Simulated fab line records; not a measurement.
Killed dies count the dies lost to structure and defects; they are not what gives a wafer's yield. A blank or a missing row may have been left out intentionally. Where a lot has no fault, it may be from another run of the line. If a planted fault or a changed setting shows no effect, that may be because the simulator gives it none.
A lot that was struck, set against a sound lot	flow sky130	18 out of 708 route steps
Sound: these wafers, L788.2, L788.3, L788.6. Wafers struck: L779.2, L779.3, L779.4. The cause is given at the end.
At each step with rows: each side's tool, then ch and its chambers, then its first start. Under that, the readings that differ: sound wafers	struck wafers	difference of the means	sigmas: that difference in standard deviations of wafers without a fault.
alike: words and numbers the same on both sides, and readings whose means are apart by under 2 such deviations; not compared: readings that were withheld, readings missing a value for some wafer, numbers with overlapping values and no deviation given by the record, and bounds like >300 which may hide the same value.
The two part at a step that has a row with sigmas, a row that says differs or no value, or rows on one side only. Numbers that don't overlap but have no deviation are shown without sigmas and don't part them. Lack of a reading on every wafer of one side parts them only where that side has two or more wafers.

first, 3 steps without rows for these wafers: SKY_LI_CONTACT_EXPOSE_09 (exposes mask LICM1, target cd 170 nm); SKY_LI_CONTACT_PEB_10; SKY_LI_CONTACT_DEVELOP_11 (develop time 60 s).
SKY_LI_CONTACT_CD_MEAS_12: the cd target is 170 nm.
  struck on cd-sem-02, day 32 14:30; sound on cd-sem-01, day 35 10:10
  alike: cd-nm
SKY_LI_CONTACT_OVL_MEAS_13:
  struck on overlay-02, day 32 14:37; sound on overlay-02, day 35 10:17
  alike: LI_CONTACT_OVL
SKY_LI_CONTACT_ETCH_14: etches BARC in N2/H2, stops on SiO2, time 45.9 s, target depth 60 nm.
  sound on rie-diel-01 ch 0,1, day 35 10:19; struck on rie-diel-01 ch 0,1,2, day 32 14:38
  alike: drypump-motor-current-A, oes-product-au, throttle-valve-pct
  not compared: rf-hours-counter-h
then, 1 step without rows for these wafers: SKY_LI_CONTACT_ETCH_15 (etches PSG in C4F8/O2/Ar, stops on Si, target depth 600 nm).
SKY_LI_CONTACT_STRIP_16: strips in O2/N2.
  sound on plasma-asher-02 ch 0,1, day 35 10:26; struck on plasma-asher-02 ch 0,1, day 32 14:46
  alike: drypump-motor-current-A, oes-product-au, strip-time-to-endpoint-s
  not compared: rf-hours-counter-h
then, 2 steps without rows for these wafers: SKY_LI_CONTACT_CLEAN_17 (cleans in NMP, time 600 s); SKY_LI_CONTACT_PRE_CLEAN_18 (time 5.6 s).
SKY_LI_CONTACT_SPUTTER_19: material Ti, target thk 20 nm, time 106.37 s.
  struck on pvd-sputter-03, day 32 15:04; sound on pvd-sputter-01, day 35 10:44
  alike: throttle-valve-pct
SKY_LI_CONTACT_SPUTTER_20: material TiN, target thk 20 nm, time 80 s.
  struck on pvd-sputter-03, day 32 15:08; sound on pvd-sputter-01, day 35 10:49
  alike: throttle-valve-pct
SKY_LI_CONTACT_CVD_21: deposits W, target thk 400 nm, time 120.56 s.
  sound on cvd-w-02 ch 1, day 35 10:52; struck on cvd-w-01 ch 0,1, day 32 15:12
reading	sound	struck	difference	sigmas
model.W_of_LI_CONTACT_CVD_21.thk-nm (nm)	401.7 396.5 396.3	503.2 500.6 507	+105.4	
  alike: heater-power-w
SKY_LI_CONTACT_RS_MEAS_22: uses a four-point probe to measure.
  struck on film-metro-01, day 32 15:20; sound on film-metro-02, day 35 11:01
reading	sound	struck	difference	sigmas
LI_CONTACT_W_RS (ohm/sq)	0.2828 0.2875 0.2879	0.2265 0.2276 0.2246	-0.0598	-27
SKY_LI_CONTACT_THK_MEAS_23: measures by xrf.
  struck on film-metro-01, day 32 15:27; sound on film-metro-02, day 35 11:08
reading	sound	struck	difference	sigmas
LI_CONTACT_W_THK (nm)	382 378 377	488 483 492	+109	+19
SKY_LI_CONTACT_CMP_24: polishes, stops on PSG, t overpolish 20 s, target thk 0 nm.
  sound on cmp-02 ch 0,3, day 35 11:14; struck on cmp-02 ch 0,1,3, day 32 15:30
reading	sound	struck	difference	sigmas
time-to-endpoint-s (s)	89 91 89	123 121 115	+30	+9
  alike: motor-current-A, retaining-ring-pressure-frac
SKY_LOCAL_INTERCONNECT_SPUTTER_00: material TiN, target thk 100 nm, time 83.3 s.
  struck on pvd-sputter-03, day 32 15:48; sound on pvd-sputter-03, day 35 11:29
  alike: throttle-valve-pct
-- here the record skips 16 days between the struck wafers' starts before and after, leaving off in module LOCAL_INTERCONNECT and picking up in module PAD_OPEN (first step shown: number 708 of the route) --
SKY_PAD_OPEN_PROBE_99:
  struck on prober-01, day 48 11:16; sound on prober-01, day 50 06:16
reading	sound	struck	difference	sigmas
killed_at_M0_to_M3	23 38 41	44 50 52	+15	+2
killed-dies	53 76 77	85 101 96	+25	+3
killed-open	27 38 42	48 61 58	+20	+3
  alike: killed_at_M4_up, killed-at-contacts, killed-at-front-end, killed-at-other, killed-on-rim, killed-short

== WHERE THEY PART ==
Last at SKY_PAD_OPEN_PROBE_99 as far as this record goes, first at SKY_LI_CONTACT_RS_MEAS_22.

WHY: whatever the simulator had introduced
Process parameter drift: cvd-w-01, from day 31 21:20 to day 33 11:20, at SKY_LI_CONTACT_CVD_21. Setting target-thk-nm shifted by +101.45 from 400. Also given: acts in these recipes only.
